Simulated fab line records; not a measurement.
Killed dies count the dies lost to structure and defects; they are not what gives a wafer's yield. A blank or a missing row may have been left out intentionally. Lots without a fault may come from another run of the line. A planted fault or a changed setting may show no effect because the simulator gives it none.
Chamber matching | flow gf180mcu | 4 sister chambers for GF_SAB_ETCH_11 on rie-diel-01
The step etches SiO2 in C4F8/O2/Ar, target depth 55 nm, time 8.5 s. 8 wafers are shown with their chamber, then 7 later ones without.

WAFERS, EACH WITH ITS CHAMBER
wafer  | chamber | oes-product-au (a.u.) | bias-w (W)
L313.2 | 1       | 1.001                 | 1198
L313.3 | 2       | 1.015                 | 1205
L313.4 | 0       | 0.991                 | 1194
L315.1 | 1       | 0.999                 | 1196
L315.2 | 3       | 1.021                 | 1196
L315.5 | 0       | 0.984                 | 1201
L316.1 | 3       | 1.019                 | 1202
L316.2 | 2       | 1.010                 | 1198

WAFERS WHOSE CHAMBER IS MISSING
wafer  | oes-product-au (a.u.) | bias-w (W)
L316.3 | 1.001                 | 1198
L325.3 | 0.988                 | 1200
L325.5 | 1.023                 | 1197
L325.6 | 1.013                 | 1196
L326.1 | 1.011                 | 1201
L326.2 | 0.987                 | 1199
L326.6 | 1.029                 | 1205

WHICH CHAMBER EACH WENT THROUGH
wafer  | from the rows above     | in truth
L316.3 | 1                       | 1
L325.3 | 0                       | 0
L325.5 | 3                       | 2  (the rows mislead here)
L325.6 | can't be placed: 2 or 3 | 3
L326.1 | 2                       | 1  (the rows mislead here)
L326.2 | 0                       | 0
L326.6 | 3                       | 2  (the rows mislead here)
Correctly placed: 3 of 7. Cannot be placed on the basis of these rows: 1; the candidates contain the true chamber in 1. 3 placed wrongly.
How it was worked out, from the rows above alone: a wafer's distance from a chamber is the root of the sum, over the readings, of the square of ((its reading less the chamber's mean) divided by the reading's scatter). If the next closest chamber is less than 2 further off than the closest, the wafer can't be placed; otherwise it belongs to the closest. The mean given for a chamber averages the wafers shown for that chamber. The scatter is the square root of a quotient: the sum, over the shown wafers, of each reading's squared deviation from its chamber's mean, divided by wafers minus chambers.
